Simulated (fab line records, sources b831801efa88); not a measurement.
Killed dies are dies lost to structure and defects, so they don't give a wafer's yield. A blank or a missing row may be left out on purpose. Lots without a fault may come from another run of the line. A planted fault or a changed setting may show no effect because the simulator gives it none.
Chamber matching | flow sky130 | SKY_VIA2_ETCH_15 on rie_diel-01: 4 sister chambers
The step etches SiO2 in C4F8/O2/Ar, stops on TiN, target depth 546 nm, time 84 s. 22 wafers are shown with their chamber, then 11 later ones without.

WAFERS WITH THEIR CHAMBER
wafer  | chamber | oes_product_au (a.u.)
L074.1 | 1       | 0.933
L074.2 | 2       | 0.938
L074.3 | 3       | 0.948
L074.4 | 0       | 0.941
L074.5 | 2       | 0.933
L074.6 | 1       | 0.938
L075.1 | 3       | 0.941
L075.3 | 0       | 0.934
L075.4 | 1       | 0.937
L083.1 | 1       | 0.948
L083.3 | 3       | 0.944
L083.4 | 0       | 0.939
L084.1 | 2       | 0.944
L084.2 | 1       | 0.945
L084.3 | 0       | 0.947
L084.4 | 3       | 0.946
L084.5 | 2       | 0.936
L084.6 | 3       | 0.938
L085.2 | 0       | 0.938
L085.3 | 3       | 0.947
L085.5 | 2       | 0.942
L090.2 | 1       | 0.948

SIGNATURES (means of the wafers above)
reading        | chamber 0 | chamber 1 | chamber 2 | chamber 3 | scatter within a chamber
oes_product_au | 0.93980   | 0.94150   | 0.93860   | 0.94400   | 0.00497
Rule: a wafer's distance from a chamber is the root of the sum, over the readings, of the square of ((its reading less the chamber's mean) divided by the reading's scatter). The wafer belongs to the nearest chamber; if the next one is less than 2 further off, it can't be placed. The scatter: the root of (the sum of the squares of (reading less its chamber's mean) over the shown wafers, divided by (wafers less chambers)).

WAFERS WITHOUT THEIR CHAMBER
wafer  | oes_product_au (a.u.)
L090.4 | 0.942
L090.6 | 0.933
L089.1 | 0.933
L089.4 | 0.943
L089.6 | 0.946
L092.2 | 0.939
L092.3 | 0.938
L092.6 | 0.945
L096.2 | 0.948
L096.3 | 0.936
L096.4 | 0.930

WHICH CHAMBER EACH WENT THROUGH
wafer  | from the rows above               | in truth
L090.4 | can't be placed: 1 or 3 or 0 or 2 | 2
L090.6 | can't be placed: 2 or 0 or 1 or 3 | 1
L089.1 | can't be placed: 2 or 0 or 1 or 3 | 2
L089.4 | can't be placed: 3 or 1 or 0 or 2 | 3
L089.6 | can't be placed: 3 or 1 or 0 or 2 | 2
L092.2 | can't be placed: 2 or 0 or 1 or 3 | 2
L092.3 | can't be placed: 2 or 0 or 1 or 3 | 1
L092.6 | can't be placed: 3 or 1 or 0 or 2 | 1
L096.2 | can't be placed: 3 or 1 or 0 or 2 | 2
L096.3 | can't be placed: 2 or 0 or 1 or 3 | 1
L096.4 | can't be placed: 2 or 0 or 1 or 3 | 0
Placed correctly: 0 of 11. Can't be placed from these rows: 11 (the true chamber is among the candidates in 11). Placed wrongly: 0.
